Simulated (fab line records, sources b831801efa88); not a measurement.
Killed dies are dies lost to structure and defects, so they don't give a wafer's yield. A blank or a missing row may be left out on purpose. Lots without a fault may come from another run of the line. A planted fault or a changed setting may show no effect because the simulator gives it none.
Which tool did it? | flow sky130 | 14 lots, 42 wafers sampled, at 3 steps of a route of 708

WHAT THE GAUGES READ, wafer by wafer
SKY_CAPM_RS_MEAS_03: measures by four-point-probe.
lot  | measured     | on            | CAPM_TIN_RS (ohm/sq)
L463 | day 36 08:38 | film_metro-01 | 7.01 6.88 6.90
L464 | day 36 10:38 | film_metro-02 | 6.93 6.95 7.02
L467 | day 37 13:36 | film_metro-01 | 7.01 6.98 6.99
L468 | day 37 23:37 | film_metro-01 | 7.01 7.09 7.01
L473 | day 39 19:28 | film_metro-01 | 7.11 7.09 6.95
L476 | day 40 16:07 | film_metro-02 | 6.91 6.94 6.94
L478 | day 41 08:34 | film_metro-02 | 7.13 6.97 7.02
L480 | day 41 15:41 | film_metro-01 | 6.76 6.85 6.82
L481 | day 41 21:17 | film_metro-02 | 6.90 6.85 6.85
L482 | day 42 00:05 | film_metro-01 | 6.95 6.96 6.94
L483 | day 42 07:35 | film_metro-04 | 6.85 6.93 6.86
L484 | day 42 14:56 | film_metro-01 | 6.94 6.97 6.97
L485 | day 43 17:34 | film_metro-02 | 6.94 6.89 6.95
L486 | day 43 18:46 | film_metro-04 | 6.95 6.86 6.87

SKY_CAPM_THK_MEAS_04: measures by xrf.
lot  | measured     | on            | CAPM_TIN_THK (nm)
L463 | day 36 08:45 | film_metro-01 | 196.7 197.9 197.8
L464 | day 36 10:43 | film_metro-02 | 194.6 193.5 191.9
L467 | day 37 13:43 | film_metro-01 | 194.2 195.1 195.3
L468 | day 37 23:43 | film_metro-01 | 195.6 192.2 193.8
L473 | day 39 19:34 | film_metro-01 | 192.4 192.7 196.6
L476 | day 40 16:13 | film_metro-02 | 196.4 194.0 194.3
L478 | day 41 08:40 | film_metro-02 | 189.2 193.9 192.3
L480 | day 41 15:48 | film_metro-01 | 202.5 200.4 201.3
L481 | day 41 21:25 | film_metro-02 | 196.2 197.6 197.5
L482 | day 42 00:11 | film_metro-01 | 196.0 197.1 196.1
L483 | day 42 07:43 | film_metro-04 | 200.9 198.8 201.2
L484 | day 42 15:03 | film_metro-01 | 197.0 195.9 195.3
L485 | day 43 17:41 | film_metro-02 | 194.1 195.2 193.8
L486 | day 43 18:53 | film_metro-04 | 199.8 201.1 200.6

WHICH TOOL RAN EACH LOT (tool, then ch and the chambers of the sampled wafers, then the start)
lot  | SKY_CAPM_SPUTTER_02
L463 | pvd_sputter-01, day 36 08:31
L464 | pvd_sputter-01, day 36 10:28
L467 | pvd_sputter-02, day 37 13:28
L468 | pvd_sputter-01, day 37 23:29
L473 | pvd_sputter-02, day 39 19:20
L476 | pvd_sputter-03, day 40 15:58
L478 | pvd_sputter-03, day 41 08:26
L480 | pvd_sputter-02, day 41 15:34
L481 | pvd_sputter-03, day 41 21:11
L482 | pvd_sputter-02, day 41 23:57
L483 | pvd_sputter-03, day 42 07:29
L484 | pvd_sputter-02, day 42 14:49
L485 | pvd_sputter-03, day 43 17:27
L486 | pvd_sputter-03, day 43 18:38
- SKY_CAPM_SPUTTER_02: material TiN, target thk 200 nm, time 166.7 s.

WHAT THE TOOLS THEMSELVES READ (means of the sampled wafers that have a number; where no wafer has one, the mark that the record gives instead)
SKY_CAPM_SPUTTER_02.
lot  | tool           | susceptor_temp_C (C) | throttle_valve_pct (%)
L463 | pvd_sputter-01 | 300.00               | 29.8
L464 | pvd_sputter-01 | 299.97               | 30.5
L467 | pvd_sputter-02 | 300.23               | 30.3
L468 | pvd_sputter-01 | 300.17               | 29.3
L473 | pvd_sputter-02 | 299.74               | 29.4
L476 | pvd_sputter-03 | 299.99               | 29.8
L478 | pvd_sputter-03 | 299.91               | 31.5
L480 | pvd_sputter-02 | 299.93               | 30.1
L481 | pvd_sputter-03 | 300.00               | 30.6
L482 | pvd_sputter-02 | 300.03               | 29.9
L483 | pvd_sputter-03 | 300.22               | 30.5
L484 | pvd_sputter-02 | 299.97               | 30.1
L485 | pvd_sputter-03 | 300.04               | 30.9
L486 | pvd_sputter-03 | 300.17               | 30.5

THE ANSWER, worked out from the rows above alone
Rule: what is usual is taken from the lots themselves. Put in order of their means at a reading, lots are off if they are a third of the lots or fewer, leave a main group of 4 or more, and stand apart from it by a gap of 3 or more times the standard deviation of the main group's means; of several such gaps the widest counts. A main group whose means are all the same, to the digits that the tables above print for the reading, isn't used. A lot without any number at a reading at which 4 lots or more have one is off too. The other lots that the step has rows for count as sound. The gauges are gone through in route order, then the tools' own readings, and for those a lot's mean is taken as printed above. The first step at which some lot is off is used, and at that step the reading that is off furthest; a lot without a number counts as furthest.
No lot is off at any reading shown: from this, nothing can be told.

WHAT THE SIMULATOR HAD PUT IN
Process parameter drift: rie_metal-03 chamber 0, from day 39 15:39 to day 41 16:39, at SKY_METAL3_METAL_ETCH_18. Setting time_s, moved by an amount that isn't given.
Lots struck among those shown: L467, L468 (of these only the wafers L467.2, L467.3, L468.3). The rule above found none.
